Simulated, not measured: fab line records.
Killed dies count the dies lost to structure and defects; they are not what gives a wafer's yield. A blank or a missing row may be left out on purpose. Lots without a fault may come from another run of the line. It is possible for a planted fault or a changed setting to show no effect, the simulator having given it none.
The same fault as seen by 2 desks	flow sky130	what lay behind the numbers comes last; until then each desk has only its own

== AT THE METROLOGY DESK ==
Means of the sampled wafers that have a number, per lot and without regard to the tool the lot ran on: this is what the gauges read. If a lot's mean is further than 4 standard deviations from the usual mean, the lot is out of limits and carries the mark OUT (the distance appears in the brackets).
Columns: A = SONOS_ONO_OVL at SKY_SONOS_ONO_OVL_MEAS_14, usual 0.5 nm; B = LDD_N_TW at SKY_LDD_N_TW_MEAS_17, usual 2597
lot	first seen here	A	B
L401	day 12 09:02	2.7	2587
L402	day 12 15:34	2.3	2604
L403	day 13 01:08	-0.5	2601
L405	day 15 08:35	0.5	2588
L412	day 17 01:42	-1.3	2600
L415	day 17 11:12	0.5	2594
L416	day 17 21:41	1.9	2602
L417	day 18 01:25	0.3	2603
L418	day 18 07:26	1.2	2589
L419	day 18 17:42	0.8	2591
L420	day 19 00:40	-1.2	2618
L423	day 20 04:25	2.7	2581
This desk found nothing out of limits on any of the 12 lots.

== AT THE TOOL OWNER'S DESK: litho_track-03 ==
Per lot that ran on this tool, the mean of the sampled wafers carrying a number, from the tool's own readings at SKY_GATE_OXIDE_SOFTBAKE_06 (time 60 s). If a lot's mean is further than 4 standard deviations from the usual mean, the lot is out of limits and carries the mark OUT (the distance appears in the brackets).
Columns: A = heater_power_total_W at SKY_GATE_OXIDE_SOFTBAKE_06, usual 56.59 W; B = plate_temp_C at SKY_GATE_OXIDE_SOFTBAKE_06, usual 90.00 C; C = run_length_s at SKY_GATE_OXIDE_SOFTBAKE_06, usual 89.10 s
lot	first seen here	A	B	C
L401	day 12 22:58	56.58	89.97	89.21
L402	day 13 06:11	56.55	89.93	89.13
L412	day 17 19:10	56.58	89.92	89.16
L415	day 18 04:16	64.80 (+99 or more) OUT	-	68.80 (-99 or more) OUT
L416	day 18 14:16	64.82 (+99 or more) OUT	-	68.88 (-99 or more) OUT
L417	day 18 19:25	64.81 (+99 or more) OUT	-	68.73 (-99 or more) OUT
This desk's finding: out of limits on L415, L416, L417; first on L415, day 18 04:16 (heater_power_total_W at SKY_GATE_OXIDE_SOFTBAKE_06). Within limits: L401, L402, L412.

== PUT TOGETHER ==
At day 18 04:16, on L415, L416, L417, the tool owner's desk was in a position to raise an alarm.
Metrology desk: nothing out of limits seen.
The metrology desk holds a record of L415, L416, L417, inside its limits.
All the named lots went through SKY_GATE_OXIDE_SOFTBAKE_06 on litho_track-03.

== WHAT THE SIMULATOR HAD INSERTED ==
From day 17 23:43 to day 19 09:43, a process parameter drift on litho_track-03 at SKY_GATE_OXIDE_SOFTBAKE_06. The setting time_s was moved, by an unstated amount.
Lots struck among those shown: L415, L416, L417.
Hours from the fault's start to each desk's first reading out of limits: the tool owner's desk, 5.
